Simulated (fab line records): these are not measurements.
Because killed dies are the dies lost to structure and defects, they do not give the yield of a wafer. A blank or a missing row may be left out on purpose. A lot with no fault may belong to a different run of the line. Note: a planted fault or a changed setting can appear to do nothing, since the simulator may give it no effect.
fab line records -- flow sky130
record lots=11, wafers=30, last-day=50
route steps=708 shown LOCAL_INTERCONNECT@388 CONTACT@422 METAL1@435 PASSIVATION@683 PAD_OPEN@708
lots that met no fault: taken from a fault-free run of the same line
start-h: hours from the record's first day to the start of the lot's first wafer shown -- wait-h: hours from the lot's prior step to this one -- " repeats the value in the row above -- L1.1+2: several wafers, shown together as one row -- - value missing, or start not given -- * or withheld: withheld -- < > ~ a bound
route shown NAME@n: names a module that has steps shown in the file, with the first one's number in the route -- usual: the fault-free wafers' mean and standard deviation -- same: alike in all rows -- chamber/n: place in a boat -- sites: readings site by site -- _std_site: how widely they spread, as a standard deviation -- _edge_site: mean of outer sites minus mean of inner sites -- radius-mm: for every site, how far away it sits from the centre of the wafer -- mask NAME#n: copy n -- behind: the last tool/chamber to shape the wafer -- hold: the reason the lot was held/the length of the hold in hours/how it ended -- device: names the non-switching transistor (n, p or np) -- end of line: tests of these same wafers at the route's end -- for a step that has no rows: nothing shown but its recipe -- killed: at the first sort, the dies lost to defects and structure; wafer yield is something else -- map: a wafer's dies, x killed, . not, _ none there
set.NAME: setting as actually run; set.NAME@STEP: the setting as run at that earlier step -- model.NAME: the simulator's own value behind a step, which no gauge read
one table for each step of the route and one row for each wafer, over a sample of lots
services: a tool's chamber out of use, with start hour (start-h, from the record's first day; less than 0 if before it), hours out, and reason
## steps
# step SKY_LOCAL_INTERCONNECT_RS_MEAS_01
# recipe thk-meas-gauge=four-point-probe, reads=TiN_of_LOCAL_INTERCONNECT_SPUTTER_00
# usual LOCAL_INTERCONNECT_TIN_RS=14.18/0.15
lot.wafer,tool,chamber,start-h,wait-h,LOCAL_INTERCONNECT_TIN_RS[ohm/sq]
L353.1,film-metro-03,-,719.40,0.0,14.19
L353.4,film-metro-03,-,719.40,0.0,14.17
L353.6,film-metro-03,-,719.40,0.0,14.29
L356.1,film-metro-02,-,751.22,0.0,14.28
L356.3,film-metro-02,-,751.22,0.0,14.21
L356.5,film-metro-02,-,751.22,0.0,14.20
L355.1,film-metro-02,-,751.82,0.0,14.38
L355.3,film-metro-02,-,751.82,0.0,14.32
L355.6,film-metro-02,-,751.82,0.0,14.20
L357.3,film-metro-01,-,772.51,0.1,14.30
L357.4,film-metro-01,-,772.51,0.1,14.10
L357.5,film-metro-01,-,772.51,0.1,13.97
L360.1,film-metro-03,-,774.62,0.0,14.02
L360.3,film-metro-03,-,774.62,0.0,14.16
L360.5,film-metro-03,-,774.62,0.0,13.87
L359.1,film-metro-02,-,778.45,0.0,14.10
L359.2,film-metro-02,-,778.45,0.0,14.25
L359.6,film-metro-02,-,778.45,0.0,14.03
L361.1,film-metro-03,-,779.46,0.0,13.98
L361.2,film-metro-03,-,779.46,0.0,14.22
L361.6,film-metro-03,-,779.46,0.0,14.07
L362.2,film-metro-02,-,801.55,0.1,14.28
L362.5,film-metro-02,-,801.55,0.1,14.17
L362.6,film-metro-02,-,801.55,0.1,14.44
L368.2,film-metro-02,-,826.42,0.1,14.34
L368.4,film-metro-02,-,826.42,0.1,14.39
L372.4,film-metro-03,-,852.06,0.1,14.40
L372.6,film-metro-03,-,852.06,0.1,14.39
L371.3,film-metro-01,-,853.76,0.1,14.04
L371.4,film-metro-01,-,853.76,0.1,14.18
# step SKY_CONTACT_ETCH_16
# recipe chemistry=N2/H2, target=BARC, ion-energy-ev=200, source-w=500, bias-w=100, pressure-mtorr=30, n2-flow-sccm=100, h2-flow-sccm=200, stop-on=SiO2, time-s=45.9, target-depth-a=600
# usual bias-w=99.98/0.27, chamber-pressure-mTorr=30.003/0.026, drypump-motor-current-A=5.7/0.59, oes-product-au=0.854/0.005, throttle-valve-pct=13.226/0.0091
lot.wafer,tool,chamber,start-h,wait-h,bias-w,chamber-pressure-mTorr,drypump-motor-current-A,oes-product-au,rf-hours-counter-h,throttle-valve-pct
L353.1,rie-diel-03,2,777.41,0.0,100.18,29.965,5.0,0.849,22,13.237
L353.4,rie-diel-03,0,777.41,0.0,99.34,29.991,5.6,0.849,29,13.210
L353.6,rie-diel-03,1,777.41,0.0,99.79,30.020,5.9,0.847,-,13.218
L356.1,rie-diel-01,0,807.68,0.0,100.01,30.009,6.6,0.851,17,13.237
L356.3,rie-diel-01,1,807.68,0.0,100.29,29.976,5.4,0.861,15,13.228
L356.5,rie-diel-01,0,807.68,0.0,99.67,30.014,6.6,0.857,-,13.234
L355.1,rie-diel-01,0,808.30,0.0,100.15,30.017,6.5,0.859,17,13.220
L355.3,rie-diel-01,3,808.30,0.0,99.44,29.980,4.8,0.848,1,13.229
L355.6,rie-diel-01,0,808.30,0.0,100.61,30.017,6.5,0.851,-,13.242
L357.3,rie-diel-03,3,826.38,0.0,100.06,30.021,6.2,0.847,21,13.224
L357.4,rie-diel-03,0,826.38,0.0,99.52,30.048,5.7,0.856,30,13.217
L357.5,rie-diel-03,2,826.38,0.0,99.58,29.994,5.0,0.844,-,13.225
L360.1,rie-diel-01,1,830.15,0.0,100.07,29.976,5.4,0.858,16,13.218
L360.3,rie-diel-01,2,830.15,0.0,99.76,29.972,6.5,0.862,15,13.203
L360.5,rie-diel-01,2,830.15,0.0,99.97,29.962,6.5,0.856,-,13.237
L359.1,rie-diel-01,2,834.08,0.0,100.03,30.021,6.5,0.858,15,13.211
L359.2,rie-diel-01,3,834.08,0.0,99.87,30.009,4.8,0.857,2,13.232
L359.6,rie-diel-01,0,834.08,0.0,99.62,30.010,6.5,0.847,-,13.223
L361.1,rie-diel-03,3,835.21,0.0,99.92,29.959,6.2,0.854,21,13.226
L361.2,rie-diel-03,1,835.21,0.0,99.74,29.989,6.0,0.849,14,13.223
L361.6,rie-diel-03,1,835.21,0.0,99.86,29.948,5.9,0.851,-,13.224
L362.2,rie-diel-01,3,856.16,0.0,99.62,30.017,4.8,0.851,3,13.223
L362.5,rie-diel-01,3,856.16,0.0,99.89,29.988,4.8,0.856,-,13.224
L362.6,rie-diel-01,0,856.16,0.0,99.93,30.003,6.6,0.843,-,13.224
L368.2,rie-diel-02,3,881.46,0.0,99.87,30.010,5.2,0.859,8,13.232
L368.4,rie-diel-02,2,881.46,0.0,100.35,30.021,5.2,0.847,-,13.233
L372.4,rie-diel-02,3,905.36,0.0,100.23,30.020,5.2,0.847,9,13.221
L372.6,rie-diel-02,3,905.36,0.0,99.99,29.984,5.1,0.854,-,13.225
L371.3,rie-diel-01,1,907.72,0.0,100.18,30.028,5.4,0.858,19,13.235
L371.4,rie-diel-01,3,907.72,0.0,99.80,29.965,4.8,0.853,5,13.220
# step SKY_METAL1_SPUTTER_01
# recipe material=TiN, target-thk-nm=20, power-w=6500, time-s=16.7, chamber-pressure-pa=0.4
# usual throttle-valve-pct=29.9/1
lot.wafer,tool,chamber,start-h,wait-h,throttle-valve-pct
L353.1,pvd-sputter-04,-,778.82,0.0,30.0
L353.4,pvd-sputter-04,-,778.82,0.0,30.9
L353.6,pvd-sputter-04,-,778.82,0.0,29.0
L356.1,pvd-sputter-03,-,809.34,0.0,29.5
L356.3,pvd-sputter-03,-,809.34,0.0,30.4
L356.5,pvd-sputter-03,-,809.34,0.0,30.3
L355.1,pvd-sputter-01,-,809.70,0.0,28.2
L355.3,pvd-sputter-01,-,809.70,0.0,28.7
L355.6,pvd-sputter-01,-,809.70,0.0,30.6
L357.3,pvd-sputter-04,-,827.80,0.0,29.1
L357.4,pvd-sputter-04,-,827.80,0.0,30.0
L357.5,pvd-sputter-04,-,827.80,0.0,30.0
L360.1,pvd-sputter-01,-,831.55,0.0,30.6
L360.3,pvd-sputter-01,-,831.55,0.0,28.0
L360.5,pvd-sputter-01,-,831.55,0.0,29.1
L359.1,pvd-sputter-03,-,835.47,0.0,31.6
L359.2,pvd-sputter-03,-,835.47,0.0,28.5
L359.6,pvd-sputter-03,-,835.47,0.0,31.9
L361.1,pvd-sputter-03,-,836.61,0.0,29.6
L361.2,pvd-sputter-03,-,836.61,0.0,28.6
L361.6,pvd-sputter-03,-,836.61,0.0,28.9
L362.2,pvd-sputter-01,-,857.63,0.0,30.4
L362.5,pvd-sputter-01,-,857.63,0.0,28.0
L362.6,pvd-sputter-01,-,857.63,0.0,28.6
L368.2,pvd-sputter-04,-,882.96,0.0,29.1
L368.4,pvd-sputter-04,-,882.96,0.0,30.6
L372.4,pvd-sputter-04,-,906.76,0.0,30.6
L372.6,pvd-sputter-04,-,906.76,0.0,30.7
L371.3,pvd-sputter-01,-,909.16,0.0,28.2
L371.4,pvd-sputter-01,-,909.16,0.0,30.1
# step SKY_PASSIVATION_CVD_02
# recipe material=Si3N4, target-thk-nm=540, temp-c=400, time-s=withheld, rf-w=450
# usual heater-power-w=715/86
lot.wafer,tool,chamber,start-h,wait-h,heater-power-w
L353.1,pecvd-01,2,1065.67,0.1,707
L353.4,pecvd-01,2,1065.67,0.1,789
L353.6,pecvd-01,2,1065.67,0.1,810
L356.1,pecvd-03,1,1090.58,0.1,717
L356.3,pecvd-03,2,1090.58,0.1,699
L356.5,pecvd-03,2,1090.58,0.1,720
L355.1,pecvd-02,0,1092.77,0.1,617
L355.3,pecvd-02,2,1092.77,0.1,700
L355.6,pecvd-02,0,1092.77,0.1,635
L357.3,pecvd-03,0,1103.50,0.0,662
L357.4,pecvd-03,1,1103.50,0.0,601
L357.5,pecvd-03,0,1103.50,0.0,684
L360.1,pecvd-03,0,1105.09,0.1,721
L360.3,pecvd-03,1,1105.09,0.1,623
L360.5,pecvd-03,1,1105.09,0.1,654
L359.1,pecvd-02,1,1110.61,0.1,779
L359.2,pecvd-02,2,1110.61,0.1,741
L359.6,pecvd-02,1,1110.61,0.1,822
L361.1,pecvd-01,2,1112.14,0.1,733
L361.2,pecvd-01,1,1112.14,0.1,870
L361.6,pecvd-01,2,1112.14,0.1,778
L362.2,pecvd-02,1,1125.95,0.0,746
L362.5,pecvd-02,1,1125.95,0.0,786
L362.6,pecvd-02,2,1125.95,0.0,724
L368.2,pecvd-02,2,1144.87,0.0,715
L368.4,pecvd-02,2,1144.87,0.0,575
L372.4,pecvd-02,2,1162.77,0.1,667
L372.6,pecvd-02,0,1162.77,0.1,523
L371.3,pecvd-02,0,1163.50,0.0,653
L371.4,pecvd-02,0,1163.50,0.0,644
# step SKY_PASSIVATION_THK_MEAS_03
# recipe reads=Si3N4_of_PASSIVATION_CVD_02
# usual PASSIVATION_CVD_02_THK=537/8.7
lot.wafer,tool,chamber,start-h,wait-h,PASSIVATION_CVD_02_THK[nm]
L353.1,film-metro-02,-,1066.01,-,528
L353.4,film-metro-02,-,1066.01,-,545
L353.6,film-metro-02,-,1066.01,-,542
L356.1,film-metro-01,-,1090.80,-,531
L356.3,film-metro-01,-,1090.80,-,538
L356.5,film-metro-01,-,1090.80,-,553
L355.1,film-metro-01,-,1093.00,-,543
L355.3,film-metro-01,-,1093.00,-,524
L355.6,film-metro-01,-,1093.00,-,547
L357.3,film-metro-02,-,1103.75,-,528
L357.4,film-metro-02,-,1103.75,-,551
L357.5,film-metro-02,-,1103.75,-,537
L360.1,film-metro-02,-,1105.32,-,530
L360.3,film-metro-02,-,1105.32,-,530
L360.5,film-metro-02,-,1105.32,-,541
L359.1,film-metro-01,-,1110.84,-,535
L359.2,film-metro-01,-,1110.84,-,525
L359.6,film-metro-01,-,1110.84,-,540
L361.1,film-metro-02,-,1112.36,-,530
L361.2,film-metro-02,-,1112.36,-,540
L361.6,film-metro-02,-,1112.36,-,540
L362.2,film-metro-04,-,1126.18,-,529
L362.5,film-metro-04,-,1126.18,-,533
L362.6,film-metro-04,-,1126.18,-,535
L368.2,film-metro-02,-,1145.10,-,518
L368.4,film-metro-02,-,1145.10,-,403
L372.4,film-metro-01,-,1162.91,-,411
L372.6,film-metro-01,-,1162.91,-,416
L371.3,film-metro-01,-,1163.74,-,533
L371.4,film-metro-01,-,1163.74,-,417
# step SKY_PASSIVATION_ETCH_11
# recipe chemistry=CF4/O2, target-depth-nm=725, stop-on=AlCu, source-w=800, bias-w=150, pressure-mtorr=150, cf4-flow-sccm=80, O2_flow_sccm=10, time-s=161.1
# usual bias-w=150.0/0.49, chamber-pressure-mTorr=149.99/0.13, drypump-motor-current-A=5.7/0.53, oes-product-au=0.975/0.0083, throttle-valve-pct=5.964/0.0088
lot.wafer,tool,chamber,start-h,wait-h,bias-w,chamber-pressure-mTorr,drypump-motor-current-A,oes-product-au,rf-hours-counter-h,throttle-valve-pct
L353.1,rie-diel-03,3,1087.34,-,149.5,150.05,6.3,0.968,29,5.965
L353.4,rie-diel-03,0,1087.34,-,150.3,149.78,5.6,0.980,7,5.971
L353.6,rie-diel-03,0,1087.34,-,149.6,149.98,5.6,0.978,-,5.946
L356.1,rie-diel-01,3,1110.84,-,149.7,149.88,4.8,0.973,11,5.953
L356.3,rie-diel-01,1,1110.84,-,150.5,149.99,5.4,0.977,25,5.958
L356.5,rie-diel-01,2,1110.84,-,150.1,150.19,6.5,0.988,-,5.967
L355.1,rie-diel-03,3,1113.04,-,150.9,149.89,6.2,0.979,30,5.957
L355.3,rie-diel-03,1,1113.04,-,148.6,149.92,5.9,0.964,25,5.962
L355.6,rie-diel-03,0,1113.04,-,150.4,149.97,5.6,0.983,-,5.959
L357.3,rie-diel-01,1,1123.76,-,149.4,149.77,5.4,0.970,26,5.966
L357.4,rie-diel-01,2,1123.76,-,150.7,149.99,6.5,0.990,25,5.966
L357.5,rie-diel-01,0,1123.76,-,150.3,149.97,6.5,0.980,-,5.968
L360.1,rie-diel-04,2,1125.34,-,150.6,150.13,5.5,0.964,19,5.966
L360.3,rie-diel-04,0,1125.34,-,149.5,150.12,5.7,0.968,20,5.970
L360.5,rie-diel-04,1,1125.34,-,150.8,149.94,5.6,0.970,-,5.987
L359.1,rie-diel-04,3,1130.31,-,149.6,150.02,6.0,0.980,17,5.964
L359.2,rie-diel-04,2,1130.31,-,150.0,149.97,5.5,0.959,19,5.958
L359.6,rie-diel-04,1,1130.31,-,150.8,149.95,5.6,0.980,-,5.971
L361.1,rie-diel-03,0,1131.69,-,149.6,150.02,5.7,0.969,10,5.949
L361.2,rie-diel-03,3,1131.69,-,150.1,150.03,6.2,0.980,31,5.970
L361.6,rie-diel-03,0,1131.69,-,149.9,149.99,5.6,0.976,-,5.971
L362.2,rie-diel-03,3,1145.12,-,149.8,150.07,6.3,0.980,32,5.941
L362.5,rie-diel-03,1,1145.12,-,149.8,149.78,5.9,0.971,-,5.973
L362.6,rie-diel-03,2,1145.12,-,150.3,150.15,5.0,0.973,-,5.976
L368.2,rie-diel-04,1,1163.17,-,149.7,150.21,5.6,0.958,7,5.957
L368.4,rie-diel-04,2,1163.17,-,149.4,149.87,5.5,0.859,20,5.922
L372.4,rie-diel-04,3,1179.94,-,150.9,150.09,5.9,0.874,19,5.928
L372.6,rie-diel-04,1,1179.94,-,149.9,150.04,5.6,0.872,-,5.924
L371.3,rie-diel-04,2,1181.44,-,150.3,149.98,5.5,0.971,21,5.962
L371.4,rie-diel-04,1,1181.44,-,150.1,150.06,5.6,0.873,8,5.935
# step SKY_PAD_OPEN_PROBE_99
# usual defect-limited-yield=82.5/2, killed_at_M0_to_M3=44/7.7, killed_at_M4_up=3.0/1.9, killed-at-contacts=25/5.6, killed-at-front-end=15/4.6, killed-at-other=0.3/0.47, killed-dies=86/9.9, killed-on-rim=17/3.6, killed-open=47/7.4, killed-short=39/5.9, sort_bin_3_pad_short=0.8/0.37, sort_bin_5_function=10.4/1.5, sort_bin_6_memory=6.3/1, sort-n-pass=406/9.9, sort-yield-pct=82.5/2
# same gross-dies=492, killed-at-back-side=0, sort_bin_4_leakage[%]=0, sort_bin_8_speed[%]=0
lot.wafer,tool,chamber,start-h,wait-h,defect-limited-yield[%],killed_at_M0_to_M3,killed_at_M4_up,killed-at-contacts,killed-at-front-end,killed-at-other,killed-dies,killed-on-rim,killed-open,killed-short,sort_bin_3_pad_short[%],sort_bin_5_function[%],sort_bin_6_memory[%],sort-n-pass,sort-yield-pct[%]
L357.3,prober-01,-,1144.88,0.2,82.3,48,2,21,16,0,87,26,53,34,1.0,10.6,6.1,405,82.3
L357.4,prober-01,-,1144.93,0.2,83.5,36,2,22,21,0,81,17,52,29,0.6,9.6,6.3,411,83.5
L357.5,prober-01,-,1144.98,0.2,82.7,45,3,22,14,1,85,18,51,34,0.6,10.6,6.1,407,82.7
L359.1,prober-01,-,1151.86,0.1,85.2,35,4,24,10,0,73,12,45,28,0.4,8.9,5.5,419,85.2
L359.2,prober-01,-,1151.91,0.1,85.8,30,6,23,11,0,70,12,34,36,1.0,8.3,4.9,422,85.8
L359.6,prober-01,-,1152.11,0.2,85.4,40,3,15,14,0,72,12,35,37,0.6,8.7,5.3,420,85.4
L362.5,prober-02,-,1166.18,0.2,81.7,49,4,30,6,1,90,20,47,43,1.2,10.6,6.5,402,81.7
L362.6,prober-02,-,1166.23,0.2,85.2,34,3,28,8,0,73,14,40,33,0.8,9.1,4.9,419,85.2
L371.3,prober-02,-,1199.17,0.2,84.3,48,0,13,16,0,77,14,38,39,0.8,8.7,6.1,415,84.3
L371.4,prober-02,-,1199.22,0.2,80.9,58,2,17,16,1,94,19,56,38,0.8,12.2,6.1,398,80.9
# killed by level:class
L357.3 CONTACT:geometric-particle:open=10 METAL2:geometric-particle:short=9 LI_CONTACT:geometric-particle:open=8 VIA1:geometric-particle:open=8 VIA3:geometric-particle:open=8 VIA2:geometric-particle:open=5 FIELD_ISO:geometric-particle:short=4 METAL1:geometric-particle:short=4
L357.4 VIA1:geometric-particle:open=12 LI_CONTACT:geometric-particle:open=8 CONTACT:geometric-particle:open=8 POLY_GATE:geometric-particle:short=6 FIELD_ISO:geometric-particle:open=5 POLY_GATE:geometric-particle:open=5 VIA2:geometric-particle:open=5 VIA3:geometric-particle:open=5
L357.5 VIA1:geometric-particle:open=14 VIA3:geometric-particle:open=9 CONTACT:geometric-particle:open=8 CONTACT:geometric-particle:short=5 METAL2:geometric-particle:short=5 FIELD_ISO:geometric-particle:short=4 METAL1:geometric-particle:short=4 LI_CONTACT:geometric-particle:open=4
L359.1 VIA1:geometric-particle:open=11 LI_CONTACT:geometric-particle:open=8 CONTACT:geometric-particle:open=8 FIELD_ISO:geometric-particle:open=5 VIA3:geometric-particle:open=5 VIA2:geometric-particle:open=4 LI_CONTACT:geometric-particle:short=4 METAL1:geometric-particle:short=3
L359.2 CONTACT:geometric-particle:open=6 CONTACT:geometric-particle:short=5 VIA1:geometric-particle:open=5 VIA2:geometric-particle:open=5 METAL2:geometric-particle:short=5 FIELD_ISO:geometric-particle:short=4 LI_CONTACT:geometric-particle:open=4 LOCAL_INTERCONNECT:geometric-particle:short=4
L359.6 METAL2:geometric-particle:short=10 POLY_GATE:geometric-particle:short=5 LOCAL_INTERCONNECT:geometric-particle:short=5 VIA1:geometric-particle:open=5 VIA2:geometric-particle:open=5 VIA3:geometric-particle:open=5 LI_CONTACT:geometric-particle:open=4 METAL1:geometric-particle:short=4
L362.5 VIA1:geometric-particle:open=10 LI_CONTACT:geometric-particle:open=9 CONTACT:geometric-particle:open=9 METAL2:geometric-particle:short=9 VIA2:geometric-particle:open=8 VIA1:geometric-particle:short=6 CONTACT:geometric-particle:short=5 LOCAL_INTERCONNECT:geometric-particle:short=4
L362.6 CONTACT:geometric-particle:open=13 VIA1:geometric-particle:open=6 LI_CONTACT:geometric-particle:open=5 LOCAL_INTERCONNECT:geometric-particle:short=5 METAL1:geometric-particle:short=5 VIA2:geometric-particle:open=5 FIELD_ISO:geometric-particle:open=3 VIA1:geometric-particle:short=3
L371.3 VIA1:geometric-particle:open=13 METAL1:geometric-particle:short=6 METAL2:geometric-particle:short=6 FIELD_ISO:geometric-particle:short=5 CONTACT:geometric-particle:open=5 VIA2:geometric-particle:open=4 METAL3:geometric-particle:short=4 VIA2:geometric-particle:short=3
L371.4 VIA1:geometric-particle:open=15 VIA1:geometric-particle:short=10 CONTACT:geometric-particle:open=9 VIA2:geometric-particle:open=8 FIELD_ISO:geometric-particle:open=6 METAL2:geometric-particle:open=6 POLY_GATE:geometric-particle:open=5 METAL2:geometric-particle:short=5
## services
tool,chamber,start-h,hours,kind
pecvd-02,-,759.39,2.8,pm
rie-diel-03,-,768.26,4.0,pm
rie-diel-01,-,774.59,0.5,repair
rie-diel-01,0,811.03,12.7,repair
rie-diel-03,3,849.11,9.0,repair
rie-diel-03,3,863.28,6.6,repair
pvd-sputter-01,-,868.54,2.8,repair
rie-diel-04,2,874.25,1.2,repair
rie-diel-03,3,984.47,11.2,repair
rie-diel-04,3,1026.41,3.1,repair
rie-diel-04,-,1028.07,0.6,repair
rie-diel-01,-,1030.24,2.8,pm
rie-diel-04,3,1039.84,3.2,repair
rie-diel-01,3,1043.77,1.9,repair
rie-diel-04,2,1045.67,1.2,repair
rie-diel-03,-,1052.16,4.0,repair
rie-diel-04,-,1056.54,0.3,repair
rie-diel-04,-,1078.19,2.8,pm
rie-diel-04,-,1109.71,0.4,repair
rie-diel-04,3,1124.34,1.3,repair
pecvd-02,-,1129.90,1.6,repair
rie-diel-04,1,1168.79,7.1,repair
rie-diel-03,3,1172.72,4.0,repair
rie-diel-03,0,1173.15,10.4,repair
## key
first-sign step=SKY_PASSIVATION_THK_MEAS_03, reading=PASSIVATION_CVD_02_THK, direction=down, sigmas=14, usual=537, struck=411
effect step=SKY_PASSIVATION_ETCH_11, reading=oes-product-au, direction=down, sigmas=13, usual=0.975, struck=0.870
met-at SKY_PASSIVATION_CVD_02
struck-lots L368,L371,L372
struck-wafers L368.4,L371.4,L372.4,L372.6
not-acting-at SKY_LOCAL_INTERCONNECT_RS_MEAS_01,SKY_CONTACT_ETCH_16,SKY_METAL1_SPUTTER_01
onset-between 1125.95 1144.87
fault kind=process-parameter-drift, tool=pecvd-02, chamber=-, onset-h=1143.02, steps=SKY_PASSIVATION_CVD_02, channel=target-thk-nm, offset=-124.86, shape=step, end-h=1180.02, scope=struck-wafers-only, acts-in=these-recipes-only, stated=540
